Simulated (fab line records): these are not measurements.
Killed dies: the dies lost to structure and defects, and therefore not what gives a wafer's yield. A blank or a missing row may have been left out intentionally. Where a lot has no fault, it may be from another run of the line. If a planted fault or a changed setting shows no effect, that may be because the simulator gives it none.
A lot that was struck, set against a sound lot :: flow sfqLine :: 14 steps out of a route of 325
Sound: wafers L867.1, L867.5, L867.6. Struck: wafers L881.3, L881.5, L881.6. The cause is named last.
Order at every step that has rows: each side's tool, ch and its chambers, its first start. Under that, the readings that differ: sound wafers :: struck wafers :: difference of the means :: sigmas: that difference in standard deviations of wafers without a fault.
alike: readings with means less than 2 such deviations apart, plus words and numbers identical on both sides. not compared: withheld readings, readings lacking a value on some wafer, bounds such as >300 that could conceal the same value, and numbers that have no deviation in the record and whose values overlap.
A row with sigmas, a row that says differs or no value, or rows on one side alone: a step with any of these is where the two part. Non-overlapping numbers with no deviation appear without sigmas and do not part them. A reading that every wafer of one side lacks parts them only if that side has two wafers or more.

first, 1 step without rows for these wafers: SFQ_TRILAYER_JJ_CE_LITHO_DEVELOP_116 (time 60 s).
SFQ_JJ_OVL_MEAS_931:
  sound on overlay-01, day 51 16:04; struck on overlay-02, day 66 19:45
reading: J5_OVL (nm)
sound: -10 -7 -13
struck: 5 1 -2
difference: +11
sigmas: +2
SFQ_TRILAYER_JJ_CE_METRO_MEASURE_117:
  sound on cdSem-02, day 51 16:06; struck on cdSem-02, day 66 20:10
reading: cdNm (nm)
sound: 698.1 698.7 698.9
struck: 701.2 702.2 702.9
difference: +3.5
sigmas: +3
SFQ_TRILAYER_JJ_CE_BARC_OPEN_RIE_150: chemistry O2, target BARC, target depth 240 nm, time 80 s.
  sound on rieMetal-04 ch 0,1, day 51 17:18; struck on rieMetal-01 ch 0,1, day 66 21:00
  alike: biasW, drypumpMotorCurrentA, oesProductAu
  not compared: rfHoursCounterH
SFQ_TRILAYER_JJ_CE_ETCH_RIE_118: chemistry SF6, target Nb, stops on Al2O3, time 97.7 s, target depth 170 nm.
  sound on rieMetal-04 ch 0,1, day 51 17:23; struck on rieMetal-01 ch 0,1, day 66 21:06
  alike: biasW, drypumpMotorCurrentA, oesProductAu
  not compared: rfHoursCounterH
after that, 1 step had no rows for these wafers: SFQ_TRILAYER_JJ_ANODIZE_ANODIZE_119.
SFQ_TRILAYER_JJ_CE_STRIP_STRIP_120: strips in O2.
  sound on rieMetal-02 ch 0,1, day 51 17:59; struck on rieMetal-01 ch 0,1, day 66 21:52
  alike: drypumpMotorCurrentA, oesProductAu
  not compared: rfHoursCounterH
then, 5 steps without rows for these wafers: SFQ_TRILAYER_JJ_CE_STRIP_SOLV_CLEAN_121 (cleans in NMP, time 600 s); SFQ_TRILAYER_M5_LITHO_COAT_128 (resist thk 62 nm); SFQ_TRILAYER_M5_LITHO_COAT_123 (resist thk 600 nm); SFQ_TRILAYER_M5_LITHO_SOFTBAKE_127; SFQ_TRILAYER_M5_LITHO_EXPOSE_124 (exposes mask M5, target cd 700 nm).
SFQ_TRILAYER_M5_LITHO_PEB_126: peb time 60 s.
  sound on lithoTrack-01 ch 0, day 57 08:12; struck on lithoTrack-02, day 67 02:48
  no value came back on the struck wafers for chillPlateTempC (C), exhaustPa (Pa), resistLineTempC (C); on the sound wafers chillPlateTempC (C) reads 22.95 22.85 22.95
then, 1 step without rows for these wafers: SFQ_TRILAYER_M5_LITHO_DEVELOP_125 (time 60 s).

WHERE THEY PART
First at SFQ_JJ_OVL_MEAS_931; last, within this record, at SFQ_TRILAYER_M5_LITHO_PEB_126.

WHY: what the simulator had put in
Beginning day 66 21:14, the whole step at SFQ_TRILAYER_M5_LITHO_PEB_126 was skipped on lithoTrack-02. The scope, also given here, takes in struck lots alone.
